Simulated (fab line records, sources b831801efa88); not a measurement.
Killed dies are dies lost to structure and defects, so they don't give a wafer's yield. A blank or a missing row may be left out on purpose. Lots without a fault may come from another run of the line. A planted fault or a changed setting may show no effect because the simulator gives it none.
One fault seen from 2 desks | flow sky130 | each desk has only its own numbers; what lay behind them comes last

THE METROLOGY DESK
What the gauges read, lot by lot, whatever tool the lot ran on: means of the sampled wafers that have a number. A lot is out of limits, marked OUT, if its mean lies more than 4 standard deviations from the usual mean; the brackets give that distance.
Columns: A = LDD_N_TW at SKY_LDD_N_TW_MEAS_17, usual 2588; B = LDD_HVN_OVL at SKY_LDD_HVN_OVL_MEAS_07, usual 0.5 nm
lot  | first seen here | A    | B
L820 | day 19 00:53    | 2531 | 1.1
L821 | day 19 06:00    | 2523 | -0.2
L822 | day 19 21:04    | 2529 | 1.4
L826 | day 21 01:02    | 2532 | 0.4
L827 | day 21 06:16    | 2630 | 0.5
L829 | day 22 05:01    | 2542 | 1.6
L830 | day 22 15:11    | 2618 | -1.0
L831 | day 23 02:02    | 2552 | -0.1
L839 | day 25 13:01    | 2558 | 3.2
L840 | day 25 15:28    | 2617 | -0.2
L842 | day 26 04:04    | 2551 | -1.9
L843 | day 26 14:10    | 2619 | 1.0
This desk's finding: nothing out of limits on any of the 12 lots.

THE TOOL OWNER'S DESK: litho_track-03
The tool's own readings at SKY_LDD_N_COAT_02 (resist thk 300 nm): means of the sampled wafers that have a number, for each lot that ran on this tool. A lot is out of limits, marked OUT, if its mean lies more than 4 standard deviations from the usual mean; the brackets give that distance.
Columns: A = resist_line_temp_C at SKY_LDD_N_COAT_02, usual 22.99 C
lot  | first seen here | A
L820 | day 18 07:31    | 22.93
L821 | day 18 11:20    | 23.25
L826 | day 20 07:02    | 23.02
L827 | day 20 13:32    | 22.94
L829 | day 21 11:23    | 22.98
L831 | day 22 08:34    | 22.93
L839 | day 24 20:11    | 23.14
This desk's finding: nothing out of limits on any of the 7 lots.

PUT TOGETHER
The metrology desk saw nothing out of limits.
The tool owner's desk saw nothing out of limits.

WHAT THE SIMULATOR HAD PUT IN
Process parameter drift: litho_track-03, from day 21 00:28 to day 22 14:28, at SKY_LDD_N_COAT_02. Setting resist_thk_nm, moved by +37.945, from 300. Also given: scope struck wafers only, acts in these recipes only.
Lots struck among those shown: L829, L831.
